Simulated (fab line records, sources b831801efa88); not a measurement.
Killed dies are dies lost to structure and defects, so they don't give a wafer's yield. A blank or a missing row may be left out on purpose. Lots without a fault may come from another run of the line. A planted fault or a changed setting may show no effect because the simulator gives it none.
Which tool did it? | flow gf180mcu | 12 lots, 34 wafers sampled, at 6 steps of a route of 602

WHAT THE GAUGES READ, wafer by wafer
GF_STI_THK_MEAS_24. Usual: STI_CVD_23_THK 651 nm, standard deviation 5.7.
lot  | measured    | on            | STI_CVD_23_THK (nm) | flag
L522 | day 2 14:04 | film_metro-04 | 652 649 655         |
L523 | day 2 19:14 | film_metro-01 | 656 652 650         |
L528 | day 3 23:46 | film_metro-03 | 651 654 651         |
L529 | day 4 03:23 | film_metro-01 | 644 655 648         |
L530 | day 4 08:32 | film_metro-03 | 647 650 651         |
L531 | day 4 15:27 | film_metro-01 | 654 655 654         |
L532 | day 4 22:07 | film_metro-04 | 648 655 646         |
L533 | day 5 02:05 | film_metro-01 | 653 651 663         |
L535 | day 5 11:23 | film_metro-04 | 651 643 650         |
L540 | day 6 11:59 | film_metro-04 | 505 649             | OFF
L541 | day 6 15:22 | film_metro-03 | 649 508             | OFF
L542 | day 6 20:53 | film_metro-03 | 652 648 508         | OFF

GF_VT_IMPLANT_OVL_MEAS_18. Usual: VT_IMPLANT_01_OVL 1.4 nm, standard deviation 1.5.
lot  | measured     | on         | VT_IMPLANT_01_OVL (nm) | flag
L522 | day 6 17:15  | overlay-02 | 1.9 -0.3 1.0           |
L523 | day 6 23:37  | overlay-02 | -1.3 1.1 1.2           |
L528 | day 8 09:46  | overlay-01 | 1.6 3.2 3.6            |
L529 | day 8 15:08  | overlay-02 | 1.4 2.6 2.9            |
L530 | day 8 22:21  | overlay-02 | 3.8 1.3 2.9            |
L531 | day 9 10:34  | overlay-02 | 1.9 1.8 0.3            |
L532 | day 9 20:51  | overlay-02 | -1.5 -0.5 -0.9         |
L533 | day 9 21:22  | overlay-01 | 0.0 -0.6 -0.2          |
L535 | day 10 04:46 | overlay-02 | 0.8 0.9 0.5            |
L540 | day 11 11:41 | overlay-01 | 3.6 2.5                |
L541 | day 11 17:07 | overlay-01 | 2.5 2.3                |
L542 | day 12 00:53 | overlay-02 | 4.2 5.1 3.3            |

WHICH TOOL RAN EACH LOT (tool, then ch and the chambers of the sampled wafers, then the start)
lot  | GF_STI_ETCH_14                  | GF_STI_CVD_23                   | GF_STI_CMP_25                | GF_DNWELL_STRIP_08
L522 | rie_si-01 ch 0,1, day 2 11:58   | hdpcvd-02 ch 1,2, day 2 13:59   | cmp-02 ch 0,1,3, day 2 14:16 | plasma_asher-04 ch 0,1, day 3 04:46
L523 | rie_si-02 ch 0,2,3, day 2 17:21 | hdpcvd-01 ch 0,2, day 2 19:09   | cmp-01 ch 2,3, day 2 19:17   | plasma_asher-04 ch 1, day 3 11:09
L528 | rie_si-01 ch 0,2,3, day 3 21:31 | hdpcvd-02 ch 0,1,2, day 3 23:41 | cmp-02 ch 0,1, day 3 23:52   | plasma_asher-04 ch 0,1, day 4 15:52
L529 | rie_si-02 ch 0,3, day 4 00:28   | hdpcvd-02 ch 0,1, day 4 03:17   | cmp-01 ch 0,3, day 4 03:29   | plasma_asher-01 ch 0,1, day 4 20:28
L530 | rie_si-02 ch 1,3, day 4 05:12   | hdpcvd-02 ch 0,1, day 4 08:28   | cmp-01 ch 0,3, day 4 08:36   | plasma_asher-04 ch 0,1, day 5 01:52
L531 | rie_si-01 ch 0,2,3, day 4 09:48 | hdpcvd-02 ch 0,1,2, day 4 15:22 | cmp-01 ch 0,2,3, day 4 15:34 | plasma_asher-01 ch 0,1, day 5 10:28
L532 | rie_si-01 ch 2,3, day 4 16:31   | hdpcvd-02 ch 0,1, day 4 22:02   | cmp-01 ch 0,2,3, day 4 22:24 | plasma_asher-03 ch 0,1, day 5 20:19
L533 | rie_si-02 ch 1,2, day 4 21:24   | hdpcvd-02 ch 0,1,2, day 5 02:00 | cmp-01 ch 0,1,2, day 5 02:11 | plasma_asher-01 ch 0,1, day 5 20:33
L535 | rie_si-01 ch 2,3, day 5 09:21   | hdpcvd-02 ch 1,2, day 5 11:18   | cmp-02 ch 0,1, day 5 11:26   | plasma_asher-04 ch 0,1, day 6 04:03
L540 | rie_si-02 ch 2,3, day 6 10:03   | hdpcvd-02 ch 0,1, day 6 11:54   | cmp-01 ch 1,3, day 6 12:05   | plasma_asher-04 ch 0,1, day 7 05:54
L541 | rie_si-01 ch 0,1, day 6 13:34   | hdpcvd-02 ch 0,2, day 6 15:17   | cmp-02 ch 0,3, day 6 15:25   | plasma_asher-04 ch 0,1, day 7 09:51
L542 | rie_si-02 ch 1,2, day 6 18:27   | hdpcvd-02 ch 0,2, day 6 20:45   | cmp-01 ch 0,1,3, day 6 21:04 | plasma_asher-04 ch 0,1, day 7 16:23
- GF_STI_ETCH_14: etches Si in HBr/Cl2/O2, target depth 360 nm, time 102.9 s.
- GF_STI_CVD_23: deposits SiO2, target thk 650 nm, time 108.3 s.
- GF_STI_CMP_25: polishes, stops on Si3N4, t overpolish 33 s, target thk 524.6 nm.
- GF_DNWELL_STRIP_08: strips in O2/N2.

WHAT THE TOOLS THEMSELVES READ (means of the sampled wafers that have a number; where no wafer has one, the mark that the record gives instead)
GF_STI_ETCH_14. Usual: bias_w 150.0 W, standard deviation 0.43; drypump_motor_current_A 5.8 A, standard deviation 0.62; oes_product_au 0.998 a.u., standard deviation 0.0074; throttle_valve_pct 25.659 %, standard deviation 0.0095.
lot  | tool      | bias_w (W) | drypump_motor_current_A (A) | oes_product_au (a.u.) | throttle_valve_pct (%) | flag
L522 | rie_si-01 | 149.9      | 6.1                         | 0.998                 | 25.658                 |
L523 | rie_si-02 | 150.0      | 5.7                         | 1.004                 | 25.640                 |
L528 | rie_si-01 | 150.0      | 5.6                         | 1.003                 | 25.649                 |
L529 | rie_si-02 | 150.0      | 6.2                         | 1.007                 | 25.656                 |
L530 | rie_si-02 | 149.8      | 5.9                         | 1.003                 | 25.660                 |
L531 | rie_si-01 | 150.2      | 5.6                         | 0.997                 | 25.667                 |
L532 | rie_si-01 | 150.1      | 6.0                         | 0.988                 | 25.656                 |
L533 | rie_si-02 | 149.7      | 5.2                         | 1.006                 | 25.656                 |
L535 | rie_si-01 | 150.5      | 6.0                         | 1.001                 | 25.657                 |
L540 | rie_si-02 | 150.1      | 5.8                         | 1.007                 | 25.654                 |
L541 | rie_si-01 | 150.3      | 5.8                         | 0.998                 | 25.672                 |
L542 | rie_si-02 | 149.8      | 5.3                         | 1.003                 | 25.661                 |

GF_STI_CMP_25. Usual: edge_zone_pressure_frac 1.001, standard deviation 0.0057; motor_current_A 12.4 A, standard deviation 1.4; slurry_flow_ml_min 150.1, standard deviation 0.51; time_to_endpoint_s 124 s, standard deviation 3.9.
lot  | tool   | edge_zone_pressure_frac | motor_current_A (A) | slurry_flow_ml_min | time_to_endpoint_s (s) | flag
L522 | cmp-02 | 1.000                   | 12.6                | 150.4              | 126                    |
L523 | cmp-01 | 0.998                   | 11.7                | 150.0              | 125                    |
L528 | cmp-02 | 1.002                   | 11.1                | 149.9              | 125                    |
L529 | cmp-01 | 1.002                   | 12.0                | 150.6              | 122                    |
L530 | cmp-01 | 0.999                   | 11.6                | 150.3              | 118                    |
L531 | cmp-01 | 1.001                   | 12.0                | 149.9              | 128                    |
L532 | cmp-01 | 1.005                   | 12.0                | 150.3              | 124                    |
L533 | cmp-01 | 0.998                   | 12.5                | 150.4              | 125                    |
L535 | cmp-02 | 1.004                   | 11.1                | 149.9              | 126                    |
L540 | cmp-01 | 0.998                   | 12.2                | 150.1              | 114                    |
L541 | cmp-02 | 1.002                   | 13.1                | 150.1              | 106                    | OFF
L542 | cmp-01 | 0.993                   | 12.8                | 150.0              | 115                    |

GF_DNWELL_STRIP_08. Usual: drypump_motor_current_A 6.14 A, standard deviation 0.17; heater_power_w 307 W, standard deviation 34; oes_product_au 0.723 a.u., standard deviation 0.005; platen_temp_c 250.01 C, standard deviation 0.19; strip_time_to_endpoint_s 36.96 s, standard deviation 0.1.
lot  | tool            | drypump_motor_current_A (A) | heater_power_w (W) | oes_product_au (a.u.) | platen_temp_c (C) | strip_time_to_endpoint_s (s) | flag
L522 | plasma_asher-04 | 6.10                        | 269                | 0.723                 | 250.26            | 36.92                        |
L523 | plasma_asher-04 | 6.17                        | 260                | 0.731                 | 250.06            | 37.03                        |
L528 | plasma_asher-04 | 6.09                        | 268                | 0.725                 | 249.97            | 37.01                        |
L529 | plasma_asher-01 | 6.19                        | 317                | 0.727                 | 250.03            | 36.97                        |
L530 | plasma_asher-04 | 6.10                        | 269                | 0.728                 | 250.26            | 36.85                        |
L531 | plasma_asher-01 | 6.34                        | 319                | 0.715                 | 250.16            | 37.03                        |
L532 | plasma_asher-03 | 6.13                        | 358                | 0.724                 | 250.08            | 37.04                        |
L533 | plasma_asher-01 | 6.36                        | 314                | 0.725                 | 250.00            | 36.90                        |
L535 | plasma_asher-04 | 6.04                        | 283                | 0.718                 | 250.07            | 36.88                        |
L540 | plasma_asher-04 | 6.07                        | 279                | 0.720                 | 250.19            | 37.06                        |
L541 | plasma_asher-04 | 6.06                        | 277                | 0.718                 | 250.12            | 37.01                        |
L542 | plasma_asher-04 | 6.03                        | 282                | 0.720                 | 249.96            | 36.77                        |

THE ANSWER, worked out from the rows above alone
Rule: a lot is off if the mean of its wafers that have a number lies more than 3 standard deviations from the usual mean. A lot without any number at a reading at which 4 lots or more have one is off too. The other lots that the step has rows for count as sound. The gauges are gone through in route order, then the tools' own readings, and for those a lot's mean is taken as printed above. The first step at which some lot is off is used, and at that step the reading that is off furthest; a lot without a number counts as furthest.
Off: L540, L541, L542, at GF_STI_THK_MEAS_24 (STI_CVD_23_THK).
A tool fits if, at a process step before that reading, it ran every lot that is off, and no sound lot after the first of them. The gauges at GF_STI_THK_MEAS_24 are tried like those tools. One fits: hdpcvd-02 at GF_STI_CVD_23. Its last sound lot is L535 (day 5 11:18), its first lot that is off L540 (day 6 11:54): a fault that began between those two fits.

WHAT THE SIMULATOR HAD PUT IN
Process parameter drift: hdpcvd-02, from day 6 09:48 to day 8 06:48, at GF_STI_CVD_23. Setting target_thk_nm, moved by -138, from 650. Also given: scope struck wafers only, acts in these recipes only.
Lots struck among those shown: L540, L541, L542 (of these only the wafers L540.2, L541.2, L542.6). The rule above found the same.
